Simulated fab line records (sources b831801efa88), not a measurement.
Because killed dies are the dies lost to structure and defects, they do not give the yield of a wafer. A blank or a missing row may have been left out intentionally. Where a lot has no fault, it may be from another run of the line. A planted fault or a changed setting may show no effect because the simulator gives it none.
One fault through the eyes of 2 desks || flow gf180mcu || every desk sees just its own numbers, and what lay behind them comes last

THE TOOL OWNER'S DESK: wet_bench-03
The tool's own readings at GF_SAB_WET_ETCH_12 (etches SiO2 in dHF, target depth 22 nm, time 440 s): means of the sampled wafers that have a number, for each lot that ran on this tool. Marked OUT: a lot whose mean sits more than 4 standard deviations from the usual mean, which makes it out of limits; the brackets give that distance.
Columns: A = run_length_s at GF_SAB_WET_ETCH_12, usual 468 s
{"lot": "L755", "first seen here": "day 20 05:58", "A": 475}
{"lot": "L760", "first seen here": "day 21 23:43", "A": "542 (+19) OUT"}
{"lot": "L762", "first seen here": "day 22 13:21", "A": "541 (+19) OUT"}
Finding of this desk: L760, L762 out of limits; the first was L760 at day 21 23:43, on run_length_s at GF_SAB_WET_ETCH_12. Within limits: L755.

FROM THE METROLOGY DESK
What the gauges read, lot by lot, whatever tool the lot ran on: means of the sampled wafers that have a number. Marked OUT: a lot whose mean sits more than 4 standard deviations from the usual mean, which makes it out of limits; the brackets give that distance.
Columns: A = SAB_CVD_00_THK at GF_SAB_THK_MEAS_01, usual 50.2 nm; B = cd_nm at GF_SAB_CD_MEAS_09, usual 420.5 nm; C = SAB_OVL at GF_SAB_OVL_MEAS_10, usual -0.6 nm
{"lot": "L751", "first seen here": "day 17 20:29", "A": 50.4, "B": 420.8, "C": -0.7}
{"lot": "L755", "first seen here": "day 19 05:39", "A": 50.0, "B": 419.9, "C": -0.6}
{"lot": "L756", "first seen here": "day 19 12:49", "A": 49.7, "B": 421.5, "C": 1.0}
{"lot": "L760", "first seen here": "day 21 00:32", "A": 50.3, "B": 418.5, "C": -0.6}
{"lot": "L762", "first seen here": "day 21 13:07", "A": 50.2, "B": 422.1, "C": -0.7}
{"lot": "L764", "first seen here": "day 22 13:47", "A": 50.3, "B": 420.9, "C": -1.8}
This desk found nothing out of limits on any of the 6 lots.

PUT TOGETHER
An alarm could have come from the tool owner's desk at day 21 23:43, on L760, L762.
At the metrology desk, nothing out of limits was observed.
The metrology desk has L760, L762 on record, within its limits.
The lots listed all ran GF_SAB_WET_ETCH_12 on wet_bench-03.

WHAT THE SIMULATOR HAD PUT IN
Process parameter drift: wet_bench-03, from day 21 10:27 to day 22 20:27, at GF_SAB_WET_ETCH_12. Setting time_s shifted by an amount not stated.
Struck lots among those shown: L760, L762.
How many hours passed from the start of the fault until each desk's first out-of-limits reading: the tool owner's desk, 13.
